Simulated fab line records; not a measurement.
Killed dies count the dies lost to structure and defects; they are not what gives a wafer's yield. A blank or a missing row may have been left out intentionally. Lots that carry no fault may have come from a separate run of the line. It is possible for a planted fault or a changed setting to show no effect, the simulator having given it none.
Matching of chambers / flow gf180mcu / cmp-01 running GF_V4_CMP_04: 4 sister chambers
The step polishes SiO2. 4 wafers are shown with their chamber, then 10 later ones without.

== WAFERS PAIRED WITH THEIR CHAMBERS ==
wafer=L817.3; chamber=1; time to endpoint s (s)=72
wafer=L823.3; chamber=0; time to endpoint s (s)=71
wafer=L828.4; chamber=3; time to endpoint s (s)=86
wafer=L828.5; chamber=2; time to endpoint s (s)=85

== WAFERS WITHOUT THEIR CHAMBER ==
wafer=L828.6; time to endpoint s (s)=81
wafer=L829.1; time to endpoint s (s)=77
wafer=L829.3; time to endpoint s (s)=72
wafer=L829.6; time to endpoint s (s)=83
wafer=L830.3; time to endpoint s (s)=75
wafer=L830.4; time to endpoint s (s)=79
wafer=L830.6; time to endpoint s (s)=81
wafer=L831.1; time to endpoint s (s)=77
wafer=L831.3; time to endpoint s (s)=76
wafer=L831.4; time to endpoint s (s)=82

== THE CHAMBER EACH PASSED THROUGH ==
wafer=L828.6; from the rows above=can't be placed: 2 or 3 or 1 or 0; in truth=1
wafer=L829.1; from the rows above=can't be placed: 1 or 0 or 2 or 3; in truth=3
wafer=L829.3; from the rows above=can't be placed: 1 or 0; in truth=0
wafer=L829.6; from the rows above=can't be placed: 2 or 3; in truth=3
wafer=L830.3; from the rows above=can't be placed: 1 or 0 or 2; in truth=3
wafer=L830.4; from the rows above=can't be placed: 2 or 1 or 3 or 0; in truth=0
wafer=L830.6; from the rows above=can't be placed: 2 or 3 or 1 or 0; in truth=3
wafer=L831.1; from the rows above=can't be placed: 1 or 0 or 2 or 3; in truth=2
wafer=L831.3; from the rows above=can't be placed: 1 or 0 or 2 or 3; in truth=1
wafer=L831.4; from the rows above=can't be placed: 2 or 3 or 1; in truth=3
Placed correctly: 0 of 10. From these rows, 10 cannot be placed; in 9 the true chamber is one of the candidates. 0 placed wrongly.
How it was worked out, from the rows above alone: a wafer's distance from a chamber is the root of the sum, over the readings, of the square of ((its reading less the chamber's mean) divided by the reading's scatter). The wafer belongs to the nearest chamber; if the next one is less than 2 further off, it can't be placed. The mean given for a chamber averages the wafers shown for that chamber. The scatter: with one shown wafer a chamber, the root of the mean of the squares of how far each hidden wafer lies from its nearest shown one.
